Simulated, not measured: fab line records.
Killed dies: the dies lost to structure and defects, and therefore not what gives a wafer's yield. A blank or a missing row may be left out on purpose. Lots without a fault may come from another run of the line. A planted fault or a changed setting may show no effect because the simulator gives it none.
The same fault as seen by 2 desks :: flow gf180mcu :: numbers are kept per desk, each desk with only its own; the story behind them comes last

== FOR THE TOOL OWNER'S DESK: rieDiel-02 ==
The tool's own readings at GF_V1_ETCH_16 (etches BARC in N2/H2): means of the sampled wafers that have a number, for each lot that ran on this tool. The brackets show how far a lot's mean lies from the usual mean; more than 4 standard deviations puts the lot out of limits, marked OUT.
Columns: A = biasW at GF_V1_ETCH_16, usual 99.98 W; B = drypumpMotorCurrentA at GF_V1_ETCH_16, usual 5.9 A; C = oesProductAu at GF_V1_ETCH_16, usual 0.854 a.u.; D = throttleValvePct at GF_V1_ETCH_16, usual 13.225 %
lot: L430
first seen here: day 18 15:32
A: 100.06
B: 5.7
C: 0.858
D: 13.215

lot: L432
first seen here: day 19 21:17
A: 100.01
B: 5.5
C: 0.855
D: 13.226

lot: L441
first seen here: day 22 22:48
A: 102.87 (+10) OUT
B: 5.6
C: 0.856
D: 13.228
This desk's finding: out of limits on L441; first on L441, day 22 22:48 (biasW at GF_V1_ETCH_16). Within limits: L430, L432.

== THE METROLOGY DESK ==
What the gauges read, lot by lot, whatever tool the lot ran on: means of the sampled wafers that have a number. The brackets show how far a lot's mean lies from the usual mean; more than 4 standard deviations puts the lot out of limits, marked OUT.
Columns: A = cdNm at GF_M1_CD_MEAS_14, usual 230.0 nm; B = M1_OVL at GF_M1_OVL_MEAS_15, usual 0 nm
lot: L428
first seen here: day 16 23:20
A: 229.8
B: -1

lot: L429
first seen here: day 17 10:26
A: 231.3
B: 0

lot: L430
first seen here: day 17 14:43
A: 229.7
B: -5

lot: L431
first seen here: day 17 18:29
A: 228.5
B: 1

lot: L432
first seen here: day 18 10:35
A: 229.5
B: -4

lot: L433
first seen here: day 18 19:10
A: 228.8
B: 3

lot: L434
first seen here: day 19 05:31
A: 230.1
B: 6

lot: L437
first seen here: day 20 10:50
A: 229.2
B: -4

lot: L441
first seen here: day 21 21:39
A: 229.2
B: -5

lot: L448
first seen here: day 24 07:28
A: 232.9
B: 8

lot: L449
first seen here: day 24 12:29
A: 231.4
B: -6

lot: L450
first seen here: day 24 19:46
A: 229.5
B: 0

lot: L451
first seen here: day 25 03:20
A: 230.1
B: -1
This desk's verdict: no lot among the 13 shows anything out of limits.

== ALL TOGETHER ==
The tool owner's desk had the chance to raise an alarm at day 22 22:48 on L441.
At the metrology desk, nothing out of limits was observed.
The metrology desk holds a record of L441, inside its limits.
The lots listed all ran GF_V1_ETCH_16 on rieDiel-02.

== WHAT WAS PUT IN BY THE SIMULATOR ==
rieDiel-02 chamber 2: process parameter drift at GF_V1_ETCH_16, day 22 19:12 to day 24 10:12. From 100, the setting biasW moved by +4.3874. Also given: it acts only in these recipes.
Shown lots that were struck: L441.
Each desk's first reading out of limits, in hours after the fault started: the tool owner's desk, 4.
